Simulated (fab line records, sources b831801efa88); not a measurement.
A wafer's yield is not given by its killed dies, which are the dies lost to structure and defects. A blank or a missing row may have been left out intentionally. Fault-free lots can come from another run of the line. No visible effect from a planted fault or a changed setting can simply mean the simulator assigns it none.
Struck lot and sound lot, side by side | flow sky130 | 17 out of 708 route steps
Sound: the wafers L394.1, L394.2, L394.5. Struck: wafers L410.1, L410.4, L410.5. The cause comes at the end.
Each step with rows lists, per side, the tool, then ch with its chambers, then its first start. Under that, the readings that differ: sound wafers | struck wafers | difference of the means | sigmas: that difference in standard deviations of wafers without a fault.
alike: readings with means less than 2 such deviations apart, plus words and numbers identical on both sides. not compared: withheld readings, readings lacking a value on some wafer, bounds such as >300 that could conceal the same value, and numbers that have no deviation in the record and whose values overlap.
The two part at a step that has a row with sigmas, a row that says differs or no value, or rows on one side only. Non-overlapping numbers with no deviation appear without sigmas and do not part them. A reading missing from all wafers of one side parts the sides only when that side holds two or more wafers.

SKY_LDD_P_OVL_MEAS_08:
  sound: overlay-02 at day 22 10:52; struck: overlay-01 at day 27 12:04
  alike: LDD_P_OVL
next, for these wafers, 1 step has no rows: SKY_LDD_P_IMPLANT_09.
SKY_LDD_P_STRIP_10: strips in O2/N2.
  sound on plasma_asher-01 ch 0,1, day 22 11:04; struck on plasma_asher-01 ch 0, day 27 12:16
  alike: chamber_pressure_mTorr, drypump_motor_current_A, oes_product_au, strip_time_to_endpoint_s
  not compared: rf_hours_counter_h
SKY_LDD_P_TW_MEAS_11:
  sound: film_metro-03 at day 22 11:10; struck: film_metro-01 at day 27 12:22
  alike: LDD_P_TW
then, 7 steps without rows for these wafers: SKY_LDD_HVN_DEHYDRATE_00 (time 60 s); SKY_LDD_HVN_HMDS_01 (prime time 60 s); SKY_LDD_HVN_COAT_02 (resist thk 300 nm); SKY_LDD_HVN_SOFTBAKE_03 (time 60 s); SKY_LDD_HVN_EXPOSE_04 (exposes mask HVNTM, target cd 700 nm); SKY_LDD_HVN_PEB_05; SKY_LDD_HVN_DEVELOP_06 (develop time 60 s).
SKY_LDD_HVN_OVL_MEAS_07:
  sound: overlay-01 at day 23 17:49; struck: overlay-02 at day 28 17:51
  alike: LDD_HVN_OVL
SKY_LDD_HVN_IMPLANT_08:
  sound on implanter-04 ch 0, day 23 17:51; struck on implanter-01 ch 0, day 28 18:12
SKY_LDD_HVN_STRIP_09: strips in O2/N2.
  sound on plasma_asher-04 ch 0,1, day 23 18:00; struck on plasma_asher-02 ch 0,1, day 28 18:21
  alike: chamber_pressure_mTorr, drypump_motor_current_A, oes_product_au, strip_time_to_endpoint_s
  not compared: rf_hours_counter_h
SKY_LDD_HVN_TW_MEAS_10:
  sound: film_metro-04 at day 23 18:06; struck: film_metro-04 at day 28 18:27
  reading    | sound          | struck         | difference | sigmas
  LDD_HVN_TW | 1449 1451 1438 | 1799 1792 1795 | +349       | +29
then, 1 step without rows for these wafers: SKY_LDD_HVP_DEHYDRATE_00 (time 60 s).
-- here the record skips 23 days between the struck wafers' starts before and after, leaving off in module LDD_HVP and picking up in module PAD_OPEN (first step shown: number 708 of the route) --
SKY_PAD_OPEN_PROBE_99:
  sound: prober-01 at day 48 16:19; struck: prober-02 at day 51 14:50
  reading                                  | sound                | struck              | difference | sigmas
  model.etest.tip_n_5v.rs_ohm_sq           | 1379 1373 1373       | 851.8 844.5 842.3   | -528.8     |
  model.etest.nfet_g5v0d10v5.r_on_ohm_um   | 1897 1886 1852       | 1736 1706 1724      | -156       |
  model.etest.nfet_g5v0d10v5.drive_ua_um   | 593.9 599.4 601.7    | 640 648.5 652.9     | +49        |
  model.etest.nfet_05v0_nvt.drive_ua_um    | 564.5 572.8 567.1    | 583.5 594.1 591.5   | +21.6      |
  model.etest.res_ndiff_hv.rs_ohm_sq       | 115.1 114.6 114.6    | 111.2 110.9 110.3   | -4.0       |
  model.etest.ring_5v.delay_ps             | 45.3 44.92 44.48     | 43.93 43.38 43.25   | -1.38      |
  model.etest.nfet_05v0_nvt.off_log10_a_um | -11.07 -11.26 -11.33 | -10.82 -10.8 -10.72 | +0.44      |
  alike: killed_at_M0_to_M3, killed_at_M4_up, killed_at_contacts, killed_at_front_end, killed_at_other, killed_dies, killed_open, killed_short
  not compared: model.etest.tip_n_5v.rs_ohm_sq_range

## WHERE THEY PART
Within this record, at SKY_LDD_HVN_TW_MEAS_10 only. Later steps at which nothing parts them and some readings are alike: SKY_PAD_OPEN_PROBE_99.

WHY: the cause the simulator had injected
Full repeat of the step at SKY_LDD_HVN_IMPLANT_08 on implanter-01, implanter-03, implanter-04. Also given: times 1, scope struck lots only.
